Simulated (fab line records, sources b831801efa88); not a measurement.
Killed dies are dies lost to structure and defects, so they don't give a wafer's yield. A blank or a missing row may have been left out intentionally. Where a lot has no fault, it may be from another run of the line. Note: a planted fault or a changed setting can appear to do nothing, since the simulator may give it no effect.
fab line records :: flow sky130
record:
  lots: 14
  wafers: 42
  last-day: 50
route steps=708 shown SD_P@328 SD_N@348
lots with no fault: from the same line, run without faults
start-h: start of the lot's first displayed wafer, in hours after the record's first day :: wait-h: time in hours since the lot's previous step :: " identical to the entry in the row above :: L1.1+2: a row that stands for several wafers :: - no value present, or no start provided :: * or withheld: withheld :: < > ~ a bound
route shown NAME@n: a module of which the file shows steps, and the number in the route of the first :: usual: mean and standard deviation over wafers with no fault :: same: alike in all rows :: chamber/n: place in a boat :: sites: readings site by site :: _std_site: standard deviation of those values :: _edge_site: inner sites' mean taken away from outer sites' mean :: radius-mm: how far each site lies from the wafer's centre :: mask NAME#n: copy n :: behind: tool/chamber where the wafer was last shaped :: hold: reason for holding the lot/hours on hold/outcome of the hold :: device: the transistor (n, p or np) that didn't switch :: end of line: the tests these same wafers got at the end of their route :: where a step has no rows: the recipe by itself :: killed: count of dies lost to structure and defects at first sort (not the wafer's yield) :: map: the dies of a wafer, with x for killed, . for not killed, _ for no die there
set.NAME: the run value of the setting; set.NAME@STEP: its run value at that earlier step :: model.NAME: the simulator's own value behind a step, which no gauge read
route steps across a sampled set of lots; one table per step, one row per wafer
services: the hour from which a tool's chamber was out of use, counted from the record's first day as start-h (under 0 if before that day), plus the number of hours and why
== steps ==
step: SKY_SD_P_OVL_MEAS_08
usual:
  SD_P_OVL: 0.5/1.6
lot.wafer: L735.1
tool: overlay-02
chamber: -
start-h: 582.97
wait-h: 0.1
SD_P_OVL[nm]: 1.0

lot.wafer: L735.4
tool: overlay-02
chamber: -
start-h: 582.97
wait-h: 0.1
SD_P_OVL[nm]: 1.0

lot.wafer: L735.6
tool: overlay-02
chamber: -
start-h: 582.97
wait-h: 0.1
SD_P_OVL[nm]: 1.7

lot.wafer: L737.4
tool: overlay-02
chamber: -
start-h: 586.63
wait-h: 0.1
SD_P_OVL[nm]: 4.8

lot.wafer: L737.5
tool: overlay-02
chamber: -
start-h: 586.63
wait-h: 0.1
SD_P_OVL[nm]: 5.1

lot.wafer: L737.6
tool: overlay-02
chamber: -
start-h: 586.63
wait-h: 0.1
SD_P_OVL[nm]: 2.7

lot.wafer: L738.1
tool: overlay-02
chamber: -
start-h: 599.22
wait-h: 0.1
SD_P_OVL[nm]: 2.9

lot.wafer: L738.2
tool: overlay-02
chamber: -
start-h: 599.22
wait-h: 0.1
SD_P_OVL[nm]: 0.4

lot.wafer: L738.4
tool: overlay-02
chamber: -
start-h: 599.22
wait-h: 0.1
SD_P_OVL[nm]: -0.2

lot.wafer: L739.4
tool: overlay-01
chamber: -
start-h: 611.93
wait-h: 0.1
SD_P_OVL[nm]: 0.9

lot.wafer: L739.5
tool: overlay-01
chamber: -
start-h: 611.93
wait-h: 0.1
SD_P_OVL[nm]: -0.5

lot.wafer: L739.6
tool: overlay-01
chamber: -
start-h: 611.93
wait-h: 0.1
SD_P_OVL[nm]: 0.9

lot.wafer: L743.1
tool: overlay-01
chamber: -
start-h: 647.96
wait-h: 0.1
SD_P_OVL[nm]: 1.6

lot.wafer: L743.4
tool: overlay-01
chamber: -
start-h: 647.96
wait-h: 0.1
SD_P_OVL[nm]: 4.3

lot.wafer: L743.6
tool: overlay-01
chamber: -
start-h: 647.96
wait-h: 0.1
SD_P_OVL[nm]: 3.0

lot.wafer: L744.2
tool: overlay-01
chamber: -
start-h: 659.28
wait-h: 0.1
SD_P_OVL[nm]: 0.3

lot.wafer: L744.4
tool: overlay-01
chamber: -
start-h: 659.28
wait-h: 0.1
SD_P_OVL[nm]: -0.2

lot.wafer: L744.6
tool: overlay-01
chamber: -
start-h: 659.28
wait-h: 0.1
SD_P_OVL[nm]: 0.2

lot.wafer: L745.1
tool: overlay-02
chamber: -
start-h: 668.47
wait-h: 0.1
SD_P_OVL[nm]: 1.6

lot.wafer: L745.2
tool: overlay-02
chamber: -
start-h: 668.47
wait-h: 0.1
SD_P_OVL[nm]: -0.4

lot.wafer: L745.3
tool: overlay-02
chamber: -
start-h: 668.47
wait-h: 0.1
SD_P_OVL[nm]: 1.1

lot.wafer: L746.2
tool: overlay-01
chamber: -
start-h: 681.48
wait-h: 0.1
SD_P_OVL[nm]: 0.2

lot.wafer: L746.3
tool: overlay-01
chamber: -
start-h: 681.48
wait-h: 0.1
SD_P_OVL[nm]: -1.3

lot.wafer: L746.4
tool: overlay-01
chamber: -
start-h: 681.48
wait-h: 0.1
SD_P_OVL[nm]: 0.3

lot.wafer: L753.1
tool: overlay-02
chamber: -
start-h: 749.12
wait-h: 0.1
SD_P_OVL[nm]: 1.7

lot.wafer: L753.2
tool: overlay-02
chamber: -
start-h: 749.12
wait-h: 0.1
SD_P_OVL[nm]: 0.5

lot.wafer: L753.3
tool: overlay-02
chamber: -
start-h: 749.12
wait-h: 0.1
SD_P_OVL[nm]: -0.6

lot.wafer: L754.1
tool: overlay-01
chamber: -
start-h: 749.51
wait-h: 0.1
SD_P_OVL[nm]: 0.8

lot.wafer: L754.3
tool: overlay-01
chamber: -
start-h: 749.51
wait-h: 0.1
SD_P_OVL[nm]: -1.5

lot.wafer: L754.6
tool: overlay-01
chamber: -
start-h: 749.51
wait-h: 0.1
SD_P_OVL[nm]: 0.7

lot.wafer: L755.2
tool: overlay-02
chamber: -
start-h: 756.66
wait-h: 0.1
SD_P_OVL[nm]: 1.5

lot.wafer: L755.4
tool: overlay-02
chamber: -
start-h: 756.66
wait-h: 0.1
SD_P_OVL[nm]: -0.2

lot.wafer: L755.6
tool: overlay-02
chamber: -
start-h: 756.66
wait-h: 0.1
SD_P_OVL[nm]: -3.1

lot.wafer: L756.1
tool: overlay-01
chamber: -
start-h: 756.87
wait-h: 0.1
SD_P_OVL[nm]: 0.2

lot.wafer: L756.2
tool: overlay-01
chamber: -
start-h: 756.87
wait-h: 0.1
SD_P_OVL[nm]: 2.0

lot.wafer: L756.5
tool: overlay-01
chamber: -
start-h: 756.87
wait-h: 0.1
SD_P_OVL[nm]: 2.0

lot.wafer: L757.1
tool: overlay-02
chamber: -
start-h: 768.46
wait-h: 0.1
SD_P_OVL[nm]: 1.6

lot.wafer: L757.5
tool: overlay-02
chamber: -
start-h: 768.46
wait-h: 0.1
SD_P_OVL[nm]: 0.2

lot.wafer: L757.6
tool: overlay-02
chamber: -
start-h: 768.46
wait-h: 0.1
SD_P_OVL[nm]: 1.8

lot.wafer: L758.4
tool: overlay-02
chamber: -
start-h: 774.98
wait-h: 0.1
SD_P_OVL[nm]: 0.2

lot.wafer: L758.5
tool: overlay-02
chamber: -
start-h: 774.98
wait-h: 0.1
SD_P_OVL[nm]: 2.0

lot.wafer: L758.6
tool: overlay-02
chamber: -
start-h: 774.98
wait-h: 0.1
SD_P_OVL[nm]: 1.4
step: SKY_SD_N_DEVELOP_06
recipe:
  resist: NOVOLAK
  developer: TMAH
  develop-time-s: 60
  dev-temp-c: 23
usual:
  developer-temp-C: 23.00/0.11
lot.wafer: L735.1
tool: litho-track-01
chamber: 0
start-h: 642.40
wait-h: 0.1
developer-temp-C: 23.02

lot.wafer: L735.4
tool: litho-track-01
chamber: 0
start-h: 642.40
wait-h: 0.1
developer-temp-C: 22.90

lot.wafer: L735.6
tool: litho-track-01
chamber: 0
start-h: 642.40
wait-h: 0.1
developer-temp-C: 22.92

lot.wafer: L737.4
tool: litho-track-03
chamber: 0
start-h: 647.61
wait-h: 0.1
developer-temp-C: 22.93

lot.wafer: L737.5
tool: litho-track-03
chamber: 0
start-h: 647.61
wait-h: 0.1
developer-temp-C: 22.97

lot.wafer: L737.6
tool: litho-track-03
chamber: 0
start-h: 647.61
wait-h: 0.1
developer-temp-C: 22.94

lot.wafer: L738.1
tool: litho-track-03
chamber: 0
start-h: 657.08
wait-h: 0.1
developer-temp-C: 23.01

lot.wafer: L738.2
tool: litho-track-03
chamber: 0
start-h: 657.08
wait-h: 0.1
developer-temp-C: 22.89

lot.wafer: L738.4
tool: litho-track-03
chamber: 0
start-h: 657.08
wait-h: 0.1
developer-temp-C: 22.91

lot.wafer: L739.4
tool: litho-track-01
chamber: 0
start-h: 670.78
wait-h: 0.1
developer-temp-C: 22.93

lot.wafer: L739.5
tool: litho-track-01
chamber: 0
start-h: 670.78
wait-h: 0.1
developer-temp-C: 22.83

lot.wafer: L739.6
tool: litho-track-01
chamber: 0
start-h: 670.78
wait-h: 0.1
developer-temp-C: 23.02

lot.wafer: L743.1
tool: litho-track-01
chamber: 0
start-h: 703.35
wait-h: 0.1
developer-temp-C: 23.02

lot.wafer: L743.4
tool: litho-track-01
chamber: 0
start-h: 703.35
wait-h: 0.1
developer-temp-C: 22.84

lot.wafer: L743.6
tool: litho-track-01
chamber: 0
start-h: 703.35
wait-h: 0.1
developer-temp-C: 22.95

lot.wafer: L744.2
tool: litho-track-01
chamber: 0
start-h: 714.38
wait-h: 0.1
developer-temp-C: 22.97

lot.wafer: L744.4
tool: litho-track-01
chamber: 0
start-h: 714.38
wait-h: 0.1
developer-temp-C: 22.94

lot.wafer: L744.6
tool: litho-track-01
chamber: 0
start-h: 714.38
wait-h: 0.1
developer-temp-C: 23.00

lot.wafer: L745.1
tool: litho-track-01
chamber: 0
start-h: 724.45
wait-h: 0.1
developer-temp-C: 22.03

lot.wafer: L745.2
tool: litho-track-01
chamber: 0
start-h: 724.45
wait-h: 0.1
developer-temp-C: 22.22

lot.wafer: L745.3
tool: litho-track-01
chamber: 0
start-h: 724.45
wait-h: 0.1
developer-temp-C: 22.16

lot.wafer: L746.2
tool: litho-track-01
chamber: 0
start-h: 737.33
wait-h: 0.1
developer-temp-C: 21.93

lot.wafer: L746.3
tool: litho-track-01
chamber: 0
start-h: 737.33
wait-h: 0.1
developer-temp-C: 21.95

lot.wafer: L746.4
tool: litho-track-01
chamber: 0
start-h: 737.33
wait-h: 0.1
developer-temp-C: 22.03

lot.wafer: L753.1
tool: litho-track-04
chamber: 0
start-h: 802.44
wait-h: 0.1
developer-temp-C: 23.10

lot.wafer: L753.2
tool: litho-track-04
chamber: 0
start-h: 802.44
wait-h: 0.1
developer-temp-C: 22.89

lot.wafer: L753.3
tool: litho-track-04
chamber: 0
start-h: 802.44
wait-h: 0.1
developer-temp-C: 23.04

lot.wafer: L754.1
tool: litho-track-03
chamber: 0
start-h: 803.68
wait-h: 0.1
developer-temp-C: 22.88

lot.wafer: L754.3
tool: litho-track-03
chamber: 0
start-h: 803.68
wait-h: 0.1
developer-temp-C: 23.11

lot.wafer: L754.6
tool: litho-track-03
chamber: 0
start-h: 803.68
wait-h: 0.1
developer-temp-C: 22.90

lot.wafer: L755.2
tool: litho-track-04
chamber: 0
start-h: 811.06
wait-h: 0.1
developer-temp-C: 23.09

lot.wafer: L755.4
tool: litho-track-04
chamber: 0
start-h: 811.06
wait-h: 0.1
developer-temp-C: 22.91

lot.wafer: L755.6
tool: litho-track-04
chamber: 0
start-h: 811.06
wait-h: 0.1
developer-temp-C: 22.96

lot.wafer: L756.1
tool: litho-track-01
chamber: 0
start-h: 811.65
wait-h: 0.1
developer-temp-C: 23.00

lot.wafer: L756.2
tool: litho-track-01
chamber: 0
start-h: 811.65
wait-h: 0.1
developer-temp-C: 23.09

lot.wafer: L756.5
tool: litho-track-01
chamber: 0
start-h: 811.65
wait-h: 0.1
developer-temp-C: 23.16

lot.wafer: L757.1
tool: litho-track-03
chamber: 0
start-h: 822.63
wait-h: 0.1
developer-temp-C: 22.87

lot.wafer: L757.5
tool: litho-track-03
chamber: 0
start-h: 822.63
wait-h: 0.1
developer-temp-C: 23.10

lot.wafer: L757.6
tool: litho-track-03
chamber: 0
start-h: 822.63
wait-h: 0.1
developer-temp-C: 23.16

lot.wafer: L758.4
tool: litho-track-01
chamber: 0
start-h: 828.73
wait-h: 0.1
developer-temp-C: 22.98

lot.wafer: L758.5
tool: litho-track-01
chamber: 0
start-h: 828.73
wait-h: 0.1
developer-temp-C: 22.75

lot.wafer: L758.6
tool: litho-track-01
chamber: 0
start-h: 828.73
wait-h: 0.1
developer-temp-C: 22.97
step: SKY_SD_N_TW_MEAS_12
usual:
  SD_N_TW: 3992/67
lot.wafer: L735.1
tool: film-metro-01
chamber: -
start-h: 643.11
wait-h: 0.1
SD_N_TW: 4057

lot.wafer: L735.4
tool: film-metro-01
chamber: -
start-h: 643.11
wait-h: 0.1
SD_N_TW: 4039

lot.wafer: L735.6
tool: film-metro-01
chamber: -
start-h: 643.11
wait-h: 0.1
SD_N_TW: 4063

lot.wafer: L737.4
tool: film-metro-04
chamber: -
start-h: 648.27
wait-h: 0.1
SD_N_TW: 4072

lot.wafer: L737.5
tool: film-metro-04
chamber: -
start-h: 648.27
wait-h: 0.1
SD_N_TW: 4089

lot.wafer: L737.6
tool: film-metro-04
chamber: -
start-h: 648.27
wait-h: 0.1
SD_N_TW: 4091

lot.wafer: L738.1
tool: film-metro-03
chamber: -
start-h: 657.79
wait-h: 0.1
SD_N_TW: 3942

lot.wafer: L738.2
tool: film-metro-03
chamber: -
start-h: 657.79
wait-h: 0.1
SD_N_TW: 3939

lot.wafer: L738.4
tool: film-metro-03
chamber: -
start-h: 657.79
wait-h: 0.1
SD_N_TW: 3935

lot.wafer: L739.4
tool: film-metro-03
chamber: -
start-h: 671.44
wait-h: 0.1
SD_N_TW: 3937

lot.wafer: L739.5
tool: film-metro-03
chamber: -
start-h: 671.44
wait-h: 0.1
SD_N_TW: 3940

lot.wafer: L739.6
tool: film-metro-03
chamber: -
start-h: 671.44
wait-h: 0.1
SD_N_TW: 3946

lot.wafer: L743.1
tool: film-metro-03
chamber: -
start-h: 704.23
wait-h: 0.1
SD_N_TW: 3984

lot.wafer: L743.4
tool: film-metro-03
chamber: -
start-h: 704.23
wait-h: 0.1
SD_N_TW: 3964

lot.wafer: L743.6
tool: film-metro-03
chamber: -
start-h: 704.23
wait-h: 0.1
SD_N_TW: 3932

lot.wafer: L744.2
tool: film-metro-03
chamber: -
start-h: 715.07
wait-h: 0.1
SD_N_TW: 3954

lot.wafer: L744.4
tool: film-metro-03
chamber: -
start-h: 715.07
wait-h: 0.1
SD_N_TW: 3972

lot.wafer: L744.6
tool: film-metro-03
chamber: -
start-h: 715.07
wait-h: 0.1
SD_N_TW: 3951

lot.wafer: L745.1
tool: film-metro-03
chamber: -
start-h: 725.16
wait-h: 0.1
SD_N_TW: 3957

lot.wafer: L745.2
tool: film-metro-03
chamber: -
start-h: 725.16
wait-h: 0.1
SD_N_TW: 3931

lot.wafer: L745.3
tool: film-metro-03
chamber: -
start-h: 725.16
wait-h: 0.1
SD_N_TW: 3918

lot.wafer: L746.2
tool: film-metro-04
chamber: -
start-h: 738.02
wait-h: 0.1
SD_N_TW: 4107

lot.wafer: L746.3
tool: film-metro-04
chamber: -
start-h: 738.02
wait-h: 0.1
SD_N_TW: 4097

lot.wafer: L746.4
tool: film-metro-04
chamber: -
start-h: 738.02
wait-h: 0.1
SD_N_TW: 4069

lot.wafer: L753.1
tool: film-metro-01
chamber: -
start-h: 803.14
wait-h: 0.1
SD_N_TW: 4053

lot.wafer: L753.2
tool: film-metro-01
chamber: -
start-h: 803.14
wait-h: 0.1
SD_N_TW: 4052

lot.wafer: L753.3
tool: film-metro-01
chamber: -
start-h: 803.14
wait-h: 0.1
SD_N_TW: 4041

lot.wafer: L754.1
tool: film-metro-03
chamber: -
start-h: 804.39
wait-h: 0.1
SD_N_TW: 3912

lot.wafer: L754.3
tool: film-metro-03
chamber: -
start-h: 804.39
wait-h: 0.1
SD_N_TW: 3898

lot.wafer: L754.6
tool: film-metro-03
chamber: -
start-h: 804.39
wait-h: 0.1
SD_N_TW: 3893

lot.wafer: L755.2
tool: film-metro-03
chamber: -
start-h: 811.76
wait-h: 0.1
SD_N_TW: 3911

lot.wafer: L755.4
tool: film-metro-03
chamber: -
start-h: 811.76
wait-h: 0.1
SD_N_TW: 3939

lot.wafer: L755.6
tool: film-metro-03
chamber: -
start-h: 811.76
wait-h: 0.1
SD_N_TW: 3919

lot.wafer: L756.1
tool: film-metro-01
chamber: -
start-h: 812.36
wait-h: 0.1
SD_N_TW: 4029

lot.wafer: L756.2
tool: film-metro-01
chamber: -
start-h: 812.36
wait-h: 0.1
SD_N_TW: 4027

lot.wafer: L756.5
tool: film-metro-01
chamber: -
start-h: 812.36
wait-h: 0.1
SD_N_TW: 4027

lot.wafer: L757.1
tool: film-metro-03
chamber: -
start-h: 823.34
wait-h: 0.1
SD_N_TW: 3916

lot.wafer: L757.5
tool: film-metro-03
chamber: -
start-h: 823.34
wait-h: 0.1
SD_N_TW: 3902

lot.wafer: L757.6
tool: film-metro-03
chamber: -
start-h: 823.34
wait-h: 0.1
SD_N_TW: 3915

lot.wafer: L758.4
tool: film-metro-04
chamber: -
start-h: 829.39
wait-h: 0.1
SD_N_TW: 4052

lot.wafer: L758.5
tool: film-metro-04
chamber: -
start-h: 829.39
wait-h: 0.1
SD_N_TW: 4051

lot.wafer: L758.6
tool: film-metro-04
chamber: -
start-h: 829.39
wait-h: 0.1
SD_N_TW: 4047
step: SKY_SD_N_RTA_14
recipe:
  temp-c: 1075
  time-s: 2
  idle-temp-c: 650
  ramp-up-c-per-s: 150
  ramp-down-c-per-s: 90
  ambient: N2
usual:
  lamp-power-pct: 15.74/0.05
  ramp-down-c-per-s: 90.000/0.017
  wafer_temp_C_max: 1078.2/1.2
lot.wafer: L735.1
tool: rtp-anneal-02
chamber: 0
start-h: 643.22
wait-h: 0.0
lamp-power-pct: 15.68
ramp-down-c-per-s: 89.985
wafer_temp_C_max: 1081.5

lot.wafer: L735.4
tool: rtp-anneal-02
chamber: 0
start-h: 643.22
wait-h: 0.0
lamp-power-pct: 15.73
ramp-down-c-per-s: 89.986
wafer_temp_C_max: 1078.2

lot.wafer: L735.6
tool: rtp-anneal-02
chamber: 0
start-h: 643.22
wait-h: 0.0
lamp-power-pct: 15.81
ramp-down-c-per-s: 89.985
wafer_temp_C_max: 1080.4

lot.wafer: L737.4
tool: rtp-anneal-02
chamber: 0
start-h: 648.38
wait-h: 0.0
lamp-power-pct: 15.72
ramp-down-c-per-s: 89.981
wafer_temp_C_max: 1075.7

lot.wafer: L737.5
tool: rtp-anneal-02
chamber: 0
start-h: 648.38
wait-h: 0.0
lamp-power-pct: 15.77
ramp-down-c-per-s: 90.003
wafer_temp_C_max: 1077.0

lot.wafer: L737.6
tool: rtp-anneal-02
chamber: 0
start-h: 648.38
wait-h: 0.0
lamp-power-pct: 15.79
ramp-down-c-per-s: 90.008
wafer_temp_C_max: 1077.9

lot.wafer: L738.1
tool: rtp-anneal-01
chamber: 0
start-h: 657.90
wait-h: 0.0
lamp-power-pct: 15.70
ramp-down-c-per-s: 89.991
wafer_temp_C_max: 1077.9

lot.wafer: L738.2
tool: rtp-anneal-01
chamber: 0
start-h: 657.90
wait-h: 0.0
lamp-power-pct: 15.71
ramp-down-c-per-s: 89.987
wafer_temp_C_max: 1078.8

lot.wafer: L738.4
tool: rtp-anneal-01
chamber: 0
start-h: 657.90
wait-h: 0.0
lamp-power-pct: 15.76
ramp-down-c-per-s: 90.023
wafer_temp_C_max: 1076.2

lot.wafer: L739.4
tool: rtp-anneal-02
chamber: 0
start-h: 671.54
wait-h: 0.0
lamp-power-pct: 15.76
ramp-down-c-per-s: 89.986
wafer_temp_C_max: 1078.2

lot.wafer: L739.5
tool: rtp-anneal-02
chamber: 0
start-h: 671.54
wait-h: 0.0
lamp-power-pct: 15.80
ramp-down-c-per-s: 90.019
wafer_temp_C_max: 1077.6

lot.wafer: L739.6
tool: rtp-anneal-02
chamber: 0
start-h: 671.54
wait-h: 0.0
lamp-power-pct: 15.71
ramp-down-c-per-s: 89.993
wafer_temp_C_max: 1076.4

lot.wafer: L743.1
tool: rtp-anneal-02
chamber: 0
start-h: 704.34
wait-h: 0.0
lamp-power-pct: 15.62
ramp-down-c-per-s: 90.029
wafer_temp_C_max: 1077.8

lot.wafer: L743.4
tool: rtp-anneal-02
chamber: 0
start-h: 704.34
wait-h: 0.0
lamp-power-pct: 15.76
ramp-down-c-per-s: 90.010
wafer_temp_C_max: 1079.9

lot.wafer: L743.6
tool: rtp-anneal-02
chamber: 0
start-h: 704.34
wait-h: 0.0
lamp-power-pct: 15.70
ramp-down-c-per-s: 89.989
wafer_temp_C_max: 1079.5

lot.wafer: L744.2
tool: rtp-anneal-01
chamber: 0
start-h: 715.18
wait-h: 0.0
lamp-power-pct: 15.74
ramp-down-c-per-s: 90.006
wafer_temp_C_max: 1077.8

lot.wafer: L744.4
tool: rtp-anneal-01
chamber: 0
start-h: 715.18
wait-h: 0.0
lamp-power-pct: 15.85
ramp-down-c-per-s: 90.001
wafer_temp_C_max: 1075.7

lot.wafer: L744.6
tool: rtp-anneal-01
chamber: 0
start-h: 715.18
wait-h: 0.0
lamp-power-pct: 15.70
ramp-down-c-per-s: 89.979
wafer_temp_C_max: 1080.4

lot.wafer: L745.1
tool: rtp-anneal-02
chamber: 0
start-h: 725.27
wait-h: 0.0
lamp-power-pct: 15.76
ramp-down-c-per-s: 89.997
wafer_temp_C_max: 1078.0

lot.wafer: L745.2
tool: rtp-anneal-02
chamber: 0
start-h: 725.27
wait-h: 0.0
lamp-power-pct: 15.74
ramp-down-c-per-s: 89.992
wafer_temp_C_max: 1076.9

lot.wafer: L745.3
tool: rtp-anneal-02
chamber: 0
start-h: 725.27
wait-h: 0.0
lamp-power-pct: 15.73
ramp-down-c-per-s: 90.008
wafer_temp_C_max: 1076.8

lot.wafer: L746.2
tool: rtp-anneal-01
chamber: 0
start-h: 738.13
wait-h: 0.0
lamp-power-pct: 15.72
ramp-down-c-per-s: 90.003
wafer_temp_C_max: 1078.4

lot.wafer: L746.3
tool: rtp-anneal-01
chamber: 0
start-h: 738.13
wait-h: 0.0
lamp-power-pct: 15.81
ramp-down-c-per-s: 89.997
wafer_temp_C_max: 1077.8

lot.wafer: L746.4
tool: rtp-anneal-01
chamber: 0
start-h: 738.13
wait-h: 0.0
lamp-power-pct: 15.72
ramp-down-c-per-s: 89.994
wafer_temp_C_max: 1077.5

lot.wafer: L753.1
tool: rtp-anneal-02
chamber: 0
start-h: 803.26
wait-h: 0.0
lamp-power-pct: 15.75
ramp-down-c-per-s: 89.981
wafer_temp_C_max: 1077.9

lot.wafer: L753.2
tool: rtp-anneal-02
chamber: 0
start-h: 803.26
wait-h: 0.0
lamp-power-pct: 15.71
ramp-down-c-per-s: 89.990
wafer_temp_C_max: 1081.7

lot.wafer: L753.3
tool: rtp-anneal-02
chamber: 0
start-h: 803.26
wait-h: 0.0
lamp-power-pct: 15.74
ramp-down-c-per-s: 90.010
wafer_temp_C_max: 1079.0

lot.wafer: L754.1
tool: rtp-anneal-01
chamber: 0
start-h: 804.51
wait-h: 0.0
lamp-power-pct: 15.77
ramp-down-c-per-s: 90.009
wafer_temp_C_max: 1078.2

lot.wafer: L754.3
tool: rtp-anneal-01
chamber: 0
start-h: 804.51
wait-h: 0.0
lamp-power-pct: 15.74
ramp-down-c-per-s: 90.010
wafer_temp_C_max: 1079.0

lot.wafer: L754.6
tool: rtp-anneal-01
chamber: 0
start-h: 804.51
wait-h: 0.0
lamp-power-pct: 15.74
ramp-down-c-per-s: 90.002
wafer_temp_C_max: 1077.4

lot.wafer: L755.2
tool: rtp-anneal-02
chamber: 0
start-h: 811.86
wait-h: 0.0
lamp-power-pct: 15.76
ramp-down-c-per-s: 90.002
wafer_temp_C_max: 1080.1

lot.wafer: L755.4
tool: rtp-anneal-02
chamber: 0
start-h: 811.86
wait-h: 0.0
lamp-power-pct: 15.64
ramp-down-c-per-s: 90.028
wafer_temp_C_max: 1078.9

lot.wafer: L755.6
tool: rtp-anneal-02
chamber: 0
start-h: 811.86
wait-h: 0.0
lamp-power-pct: 15.67
ramp-down-c-per-s: 90.001
wafer_temp_C_max: 1077.9

lot.wafer: L756.1
tool: rtp-anneal-01
chamber: 0
start-h: 812.47
wait-h: 0.0
lamp-power-pct: 15.67
ramp-down-c-per-s: 89.999
wafer_temp_C_max: 1076.3

lot.wafer: L756.2
tool: rtp-anneal-01
chamber: 0
start-h: 812.47
wait-h: 0.0
lamp-power-pct: 15.74
ramp-down-c-per-s: 89.955
wafer_temp_C_max: 1076.3

lot.wafer: L756.5
tool: rtp-anneal-01
chamber: 0
start-h: 812.47
wait-h: 0.0
lamp-power-pct: 15.67
ramp-down-c-per-s: 89.975
wafer_temp_C_max: 1078.6

lot.wafer: L757.1
tool: rtp-anneal-02
chamber: 0
start-h: 823.45
wait-h: 0.0
lamp-power-pct: 15.80
ramp-down-c-per-s: 89.989
wafer_temp_C_max: 1076.9

lot.wafer: L757.5
tool: rtp-anneal-02
chamber: 0
start-h: 823.45
wait-h: 0.0
lamp-power-pct: 15.68
ramp-down-c-per-s: 90.019
wafer_temp_C_max: 1077.0

lot.wafer: L757.6
tool: rtp-anneal-02
chamber: 0
start-h: 823.45
wait-h: 0.0
lamp-power-pct: 15.77
ramp-down-c-per-s: 90.043
wafer_temp_C_max: 1076.9

lot.wafer: L758.4
tool: rtp-anneal-01
chamber: 0
start-h: 829.49
wait-h: 0.0
lamp-power-pct: 15.75
ramp-down-c-per-s: 90.007
wafer_temp_C_max: 1079.1

lot.wafer: L758.5
tool: rtp-anneal-01
chamber: 0
start-h: 829.49
wait-h: 0.0
lamp-power-pct: 15.72
ramp-down-c-per-s: 89.973
wafer_temp_C_max: 1078.3

lot.wafer: L758.6
tool: rtp-anneal-01
chamber: 0
start-h: 829.49
wait-h: 0.0
lamp-power-pct: 15.73
ramp-down-c-per-s: 90.000
wafer_temp_C_max: 1080.6
== services ==
tool: litho-track-03
chamber: -
start-h: 653.73
hours: -
kind: consumable-replace:filter

tool: litho-track-01
chamber: -
start-h: 681.32
hours: -
kind: consumable-replace:filter
== key ==
first-sign:
  step: SKY_SD_N_DEVELOP_06
  reading: developer-temp-C
  direction: down
  sigmas: 8.7
  usual: *
  struck: *
effect none on later readings
met-at SKY_SD_N_DEVELOP_06
struck-lots L745,L746
tester-left-out L745,L746
not-acting-at SKY_SD_P_OVL_MEAS_08,SKY_SD_N_TW_MEAS_12,SKY_SD_N_RTA_14
onset-between 714.38 724.45
fault:
  kind: process-parameter-drift
  tool: litho-track-01
  chamber: -
  onset-h: 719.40
  steps: SKY_SD_N_DEVELOP_06
  channel: dev-temp-c
  offset: *
  shape: step
  end-h: 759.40
  acts-in: *
  stated: *
tester-left-out: of these lots the tester's yield and bins aren't shown, on N5 and GAA mostly nor the transistor test; their killed dies are dies lost to structure and defects alone, not to doping, threshold or leakage, so they don't give the yield
